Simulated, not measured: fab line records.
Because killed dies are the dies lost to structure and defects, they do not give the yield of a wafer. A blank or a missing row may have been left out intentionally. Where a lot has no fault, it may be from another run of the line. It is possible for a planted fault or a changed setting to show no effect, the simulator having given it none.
2 desks looking at one fault -- flow sfq-line -- every desk sees just its own numbers, and what lay behind them comes last

## FROM THE METROLOGY DESK
What the gauges read for every lot (on any tool): the sampled wafers with a number, averaged. A lot is out of limits, marked OUT, if its mean lies more than 4 standard deviations from the usual mean; the brackets give that distance.
Columns: A = I3_BOW at SFQ_I3_BOW_MEAS_922, usual 4 um; B = M8_BOW at SFQ_M8_BOW_MEAS_951, usual 9 um
lot,first seen here,A,B
L436,day 38 09:56,-2,-0
L437,day 38 20:32,-5,1
L440,day 44 23:04,16,22
L443,day 45 14:04,6,-1
L449,day 47 00:04,2,12
L452,day 47 12:04,17,29
L453,day 48 00:04,9,12
L454,day 51 15:29,-1,1
L455,day 52 02:07,2,16
L456,day 52 09:17,16,17
L457,day 52 16:31,11,7
L458,day 53 00:17,7,22
L459,day 53 03:17,2,9
Finding of this desk: none of the 13 lots has anything out of limits.

## DESK OF THE TOOL OWNER: cmp-01
The tool's own readings at SFQ_TRILAYER_I3_CMP_CMP_082 (polishes SiO2): means of the sampled wafers that have a number, for each lot that ran on this tool. A lot is out of limits, marked OUT, if its mean lies more than 4 standard deviations from the usual mean; the brackets give that distance.
Columns: A = motor-current-A at SFQ_TRILAYER_I3_CMP_CMP_082, usual 9.9 A; B = slurry-flow-ml-min at SFQ_TRILAYER_I3_CMP_CMP_082, usual 149.9; C = time-to-endpoint-s at SFQ_TRILAYER_I3_CMP_CMP_082, usual 216 s
lot,first seen here,A,B,C
L436,day 38 06:56,9.5,149.7,212
L440,day 44 21:01,9.9,150.2,207
L456,day 52 06:47,10.6,149.4,217
L457,day 52 13:59,10.2,150.3,212
Finding of this desk: none of the 4 lots has anything out of limits.

## ALL TOGETHER
From the metrology desk's view, nothing was out of limits.
The tool owner's desk saw nothing out of limits.

## WHAT WAS PUT IN BY THE SIMULATOR
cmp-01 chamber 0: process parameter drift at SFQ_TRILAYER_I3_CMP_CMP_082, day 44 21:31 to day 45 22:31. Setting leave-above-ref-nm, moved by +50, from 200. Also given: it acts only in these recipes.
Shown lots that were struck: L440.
